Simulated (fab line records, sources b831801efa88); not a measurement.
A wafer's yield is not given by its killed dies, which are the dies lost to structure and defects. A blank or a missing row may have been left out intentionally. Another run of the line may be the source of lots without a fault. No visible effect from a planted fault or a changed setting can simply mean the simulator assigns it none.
2 desks, one fault / flow gf180mcu / each desk holds nothing but its own numbers, with what lay behind them at the end

## THE METROLOGY DESK
What the gauges read for every lot (on any tool): the sampled wafers with a number, averaged. Any lot whose mean is over 4 standard deviations away from the usual mean is out of limits and marked OUT; that distance is given in the brackets.
Columns: A = CONTACT_W_RS at GF_CONTACT_RS_MEAS_25, usual 0.385 ohm/sq; B = CONTACT_W_THK at GF_CONTACT_THK_MEAS_26, usual 296 nm
lot=L970; first seen here=day 15 21:52; A=0.384; B=297
lot=L971; first seen here=day 16 13:21; A=0.386; B=295
lot=L972; first seen here=day 16 21:56; A=0.385; B=296
lot=L974; first seen here=day 17 12:01; A=0.384; B=295
lot=L975; first seen here=day 17 17:28; A=0.391; B=294
lot=L976; first seen here=day 18 08:58; A=0.423 (+11) OUT; B=270 (-7.2) OUT
lot=L978; first seen here=day 19 01:38; A=0.387; B=294
lot=L980; first seen here=day 19 21:26; A=0.401 (+4.7) OUT; B=290
lot=L983; first seen here=day 21 08:33; A=0.384; B=293
lot=L984; first seen here=day 21 11:53; A=0.383; B=298
lot=L987; first seen here=day 22 12:14; A=0.386; B=293
lot=L993; first seen here=day 24 09:31; A=0.390; B=296
Finding of this desk: L976, L980 out of limits, first seen on L976 at day 18 08:58 (CONTACT_W_RS at GF_CONTACT_RS_MEAS_25). L970, L971, L972, L974, L975, L978, L983, L984, L987, L993: within limits.

## FOR THE TOOL OWNER'S DESK: cvd-w-01
The tool's own readings at GF_CONTACT_CVD_24 (deposits W, target thk 300 nm, time 90.339 s): means of the sampled wafers that have a number, for each lot that ran on this tool. Any lot whose mean is over 4 standard deviations away from the usual mean is out of limits and marked OUT; that distance is given in the brackets.
Columns: A = heater-power-w at GF_CONTACT_CVD_24, usual 787 W
lot=L970; first seen here=day 15 21:46; A=761
lot=L971; first seen here=day 16 13:14; A=749
lot=L976; first seen here=day 18 08:51; A=731
lot=L980; first seen here=day 19 21:20; A=727
This desk's finding: nothing out of limits on any of the 4 lots.

## BROUGHT TOGETHER
Metrology desk: alarm possible at day 18 08:58 on L976, L980.
The desk of the tool owner found nothing out of limits.
The tool owner's desk has L976, L980 on record, within its limits.
Every lot named ran GF_CONTACT_CVD_24 on cvd-w-01.

## WHAT WAS PUT IN BY THE SIMULATOR
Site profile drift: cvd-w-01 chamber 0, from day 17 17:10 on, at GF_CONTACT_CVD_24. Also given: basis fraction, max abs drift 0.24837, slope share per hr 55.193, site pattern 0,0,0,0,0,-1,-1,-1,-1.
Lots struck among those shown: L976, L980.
Delay in hours, fault start to first out-of-limits reading, per desk: metrology desk 16.
